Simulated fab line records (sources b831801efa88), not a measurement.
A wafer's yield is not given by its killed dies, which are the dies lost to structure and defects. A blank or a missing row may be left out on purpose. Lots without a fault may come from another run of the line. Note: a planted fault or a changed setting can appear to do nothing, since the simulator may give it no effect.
Matching of chambers    flow sky130    SKY_PASSIVATION_ETCH_11 on rie_diel-02: 4 sister chambers
The step etches the open film in CF4/O2, stops on AlCu, target depth 725 nm, time 161.1 s. 8 wafers are shown with their chamber, then 10 later ones without.

## WAFERS PAIRED WITH THEIR CHAMBERS
wafer   chamber  drypump_motor_current_A (A)  oes_product_au (a.u.)
L083.3  3        5.7                          0.985
L083.4  0        6.3                          0.984
L083.6  3        5.7                          0.989
L087.2  0        6.3                          0.979
L087.5  1        5.6                          0.977
L087.6  2        6.2                          0.974
L091.1  2        6.3                          0.970
L091.2  1        5.6                          0.974

## WAFERS WHOSE CHAMBER IS MISSING
wafer   drypump_motor_current_A (A)  oes_product_au (a.u.)
L091.4  5.7                          0.974
L089.2  5.6                          0.969
L089.4  6.3                          0.972
L089.5  5.7                          0.983
L093.3  6.3                          0.976
L093.4  5.7                          0.988
L093.6  6.2                          0.982
L094.1  5.7                          0.976
L094.5  6.3                          0.986
L094.6  5.7                          0.986

## THE CHAMBER EACH PASSED THROUGH
wafer   from the rows above      in truth
L091.4  can't be placed: 1 or 3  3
L089.2  1                        1
L089.4  can't be placed: 2 or 0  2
L089.5  3                        3
L093.3  can't be placed: 0 or 2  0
L093.4  3                        3
L093.6  can't be placed: 0 or 2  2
L094.1  can't be placed: 1 or 3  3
L094.5  0                        0
L094.6  3                        3
Correctly placed: 5 of 10. Cannot be placed on the basis of these rows: 5; the candidates contain the true chamber in 5. 0 placed wrongly.
How it was worked out, from the rows above alone: a wafer's distance from a chamber is the root of the sum, over the readings, of the square of ((its reading less the chamber's mean) divided by the reading's scatter). If the next closest chamber is less than 2 further off than the closest, the wafer can't be placed; otherwise it belongs to the closest. The mean given for a chamber averages the wafers shown for that chamber. How the scatter is found: for the shown wafers, subtract from each reading the mean of its chamber, square and add these, divide the total by (wafers less chambers), then take the root.
